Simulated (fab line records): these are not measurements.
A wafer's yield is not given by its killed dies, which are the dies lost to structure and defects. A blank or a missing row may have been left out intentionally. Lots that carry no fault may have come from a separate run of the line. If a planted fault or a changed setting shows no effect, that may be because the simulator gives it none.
Chamber matching :: flow sky130 :: rieSi-01 running SKY_POLY_GATE_ETCH_17: 4 sister chambers
The step etches poly-Si in HBr/Cl2, stops on SiO2, target depth 180 nm, time 70.5 s. 22 wafers are shown with their chamber, then 10 later ones without.

## EACH WAFER AND ITS CHAMBER
wafer: L075.1
chamber: 0
drypumpMotorCurrentA (A): 6.1
oesProductAu (a.u.): 0.996
throttleValvePct (%): 33.675

wafer: L075.3
chamber: 1
drypumpMotorCurrentA (A): 5.9
oesProductAu (a.u.): 0.975
throttleValvePct (%): 33.683

wafer: L075.4
chamber: 2
drypumpMotorCurrentA (A): 6.6
oesProductAu (a.u.): 0.993
throttleValvePct (%): 33.690

wafer: L076.1
chamber: 0
drypumpMotorCurrentA (A): 6.1
oesProductAu (a.u.): 0.993
throttleValvePct (%): 33.665

wafer: L076.4
chamber: 1
drypumpMotorCurrentA (A): 5.9
oesProductAu (a.u.): 0.971
throttleValvePct (%): 33.690

wafer: L076.6
chamber: 2
drypumpMotorCurrentA (A): 6.6
oesProductAu (a.u.): 0.986
throttleValvePct (%): 33.683

wafer: L078.1
chamber: 2
drypumpMotorCurrentA (A): 6.6
oesProductAu (a.u.): 0.981
throttleValvePct (%): 33.690

wafer: L078.4
chamber: 1
drypumpMotorCurrentA (A): 5.9
oesProductAu (a.u.): 0.974
throttleValvePct (%): 33.693

wafer: L078.6
chamber: 1
drypumpMotorCurrentA (A): 5.9
oesProductAu (a.u.): 0.970
throttleValvePct (%): 33.691

wafer: L079.4
chamber: 1
drypumpMotorCurrentA (A): 5.9
oesProductAu (a.u.): 0.984
throttleValvePct (%): 33.702

wafer: L079.5
chamber: 1
drypumpMotorCurrentA (A): 5.9
oesProductAu (a.u.): 0.989
throttleValvePct (%): 33.688

wafer: L079.6
chamber: 2
drypumpMotorCurrentA (A): 6.6
oesProductAu (a.u.): 0.992
throttleValvePct (%): 33.682

wafer: L084.2
chamber: 3
drypumpMotorCurrentA (A): 5.8
oesProductAu (a.u.): 0.988
throttleValvePct (%): 33.681

wafer: L084.3
chamber: 1
drypumpMotorCurrentA (A): 5.9
oesProductAu (a.u.): 0.980
throttleValvePct (%): 33.688

wafer: L084.6
chamber: 0
drypumpMotorCurrentA (A): 6.1
oesProductAu (a.u.): 0.989
throttleValvePct (%): 33.688

wafer: L086.2
chamber: 3
drypumpMotorCurrentA (A): 5.7
oesProductAu (a.u.): 0.986
throttleValvePct (%): 33.683

wafer: L086.4
chamber: 1
drypumpMotorCurrentA (A): 5.9
oesProductAu (a.u.): 0.977
throttleValvePct (%): 33.685

wafer: L086.6
chamber: 0
drypumpMotorCurrentA (A): 6.1
oesProductAu (a.u.): 0.985
throttleValvePct (%): 33.689

wafer: L088.3
chamber: 3
drypumpMotorCurrentA (A): 5.8
oesProductAu (a.u.): 0.991
throttleValvePct (%): 33.683

wafer: L088.5
chamber: 1
drypumpMotorCurrentA (A): 5.9
oesProductAu (a.u.): 0.992
throttleValvePct (%): 33.702

wafer: L088.6
chamber: 2
drypumpMotorCurrentA (A): 6.6
oesProductAu (a.u.): 0.983
throttleValvePct (%): 33.686

wafer: L090.2
chamber: 0
drypumpMotorCurrentA (A): 6.1
oesProductAu (a.u.): 0.989
throttleValvePct (%): 33.693

SIGNATURES (averages over the wafers above)
reading: drypumpMotorCurrentA
chamber 0: 6.100
chamber 1: 5.900
chamber 2: 6.600
chamber 3: 5.767
scatter within a chamber: 0.0192

reading: oesProductAu
chamber 0: 0.99040
chamber 1: 0.97911
chamber 2: 0.98700
chamber 3: 0.98833
scatter within a chamber: 0.00616

reading: throttleValvePct
chamber 0: 33.68200
chamber 1: 33.69133
chamber 2: 33.68620
chamber 3: 33.68233
scatter within a chamber: 0.00733
Rule: a wafer's distance from a chamber is the root of the sum, over the readings, of the square of ((its reading less the chamber's mean) divided by the reading's scatter). If the next closest chamber is less than 2 further off than the closest, the wafer can't be placed; otherwise it belongs to the closest. The scatter: the root of (the sum of the squares of (reading less its chamber's mean) over the shown wafers, divided by (wafers less chambers)).

## WAFERS MISSING THEIR CHAMBER
wafer: L090.4
drypumpMotorCurrentA (A): 6.6
oesProductAu (a.u.): 0.978
throttleValvePct (%): 33.672

wafer: L090.5
drypumpMotorCurrentA (A): 5.9
oesProductAu (a.u.): 0.969
throttleValvePct (%): 33.683

wafer: L092.3
drypumpMotorCurrentA (A): 5.7
oesProductAu (a.u.): 0.990
throttleValvePct (%): 33.700

wafer: L092.4
drypumpMotorCurrentA (A): 6.6
oesProductAu (a.u.): 0.990
throttleValvePct (%): 33.685

wafer: L092.5
drypumpMotorCurrentA (A): 6.6
oesProductAu (a.u.): 1.001
throttleValvePct (%): 33.672

wafer: L094.1
drypumpMotorCurrentA (A): 5.9
oesProductAu (a.u.): 0.971
throttleValvePct (%): 33.700

wafer: L094.3
drypumpMotorCurrentA (A): 6.1
oesProductAu (a.u.): 1.002
throttleValvePct (%): 33.688

wafer: L096.3
drypumpMotorCurrentA (A): 5.9
oesProductAu (a.u.): 0.982
throttleValvePct (%): 33.704

wafer: L096.5
drypumpMotorCurrentA (A): 6.1
oesProductAu (a.u.): 0.985
throttleValvePct (%): 33.688

wafer: L096.6
drypumpMotorCurrentA (A): 5.9
oesProductAu (a.u.): 0.983
throttleValvePct (%): 33.674

## THE CHAMBER EACH PASSED THROUGH
wafer: L090.4
from the rows above: 2
in truth: 2

wafer: L090.5
from the rows above: 1
in truth: 1

wafer: L092.3
from the rows above: 3
in truth: 3

wafer: L092.4
from the rows above: 2
in truth: 2

wafer: L092.5
from the rows above: 2
in truth: 2

wafer: L094.1
from the rows above: 1
in truth: 1

wafer: L094.3
from the rows above: 0
in truth: 0

wafer: L096.3
from the rows above: 1
in truth: 1

wafer: L096.5
from the rows above: 0
in truth: 0

wafer: L096.6
from the rows above: 1
in truth: 1
Correct placement for 10 of the 10. Can't be placed from these rows: 0. Placed wrongly: 0.
